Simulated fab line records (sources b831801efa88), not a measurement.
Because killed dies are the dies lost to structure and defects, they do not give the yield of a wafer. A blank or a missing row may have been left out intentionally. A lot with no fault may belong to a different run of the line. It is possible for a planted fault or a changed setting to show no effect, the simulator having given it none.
Which tool was responsible? | flow sky130 | at 1 step of a route of 708, 12 lots with 36 wafers sampled

WHAT EACH GAUGE READ, for each wafer
SKY_CONTACT_BOW_MEAS_05.
lot  | measured     | on            | CONTACT_BOW (um)
L075 | day 31 04:35 | film_metro-01 | 83 85 66
L077 | day 31 23:28 | film_metro-01 | 72 86 71
L080 | day 32 20:43 | film_metro-01 | 76 86 93
L081 | day 32 23:53 | film_metro-02 | 80 86 80
L083 | day 33 22:44 | film_metro-01 | 75 84 99
L084 | day 34 11:15 | film_metro-02 | 85 85 90
L087 | day 35 00:47 | film_metro-02 | 81 76 72
L089 | day 35 16:27 | film_metro-01 | 90 82 77
L092 | day 36 16:26 | film_metro-02 | 80 77 65
L093 | day 36 21:24 | film_metro-02 | 71 98 81
L096 | day 37 14:55 | film_metro-02 | 77 84 76
L097 | day 38 11:34 | film_metro-01 | 86 90 94

EACH LOT AND THE TOOL THAT RAN IT (in order: tool; ch and the chambers of the sampled wafers; start)
Before these readings, the record contains no process step.

THE ANSWER, worked out from the rows above alone
Rule: what is usual is taken from the lots themselves. Put in order of their means at a reading, lots are off if they are a third of the lots or fewer, leave a main group of 4 or more, and stand apart from it by a gap of 3 or more times the standard deviation of the main group's means; of several such gaps the widest counts. Not used: any main group whose means are identical at the precision the tables above print for the reading. A lot without any number at a reading at which 4 lots or more have one is off too. Any other lot the step has rows for is counted as sound.
No lot is off at any reading shown: from this, nothing can be told.

WHAT THE SIMULATOR HAD PUT IN
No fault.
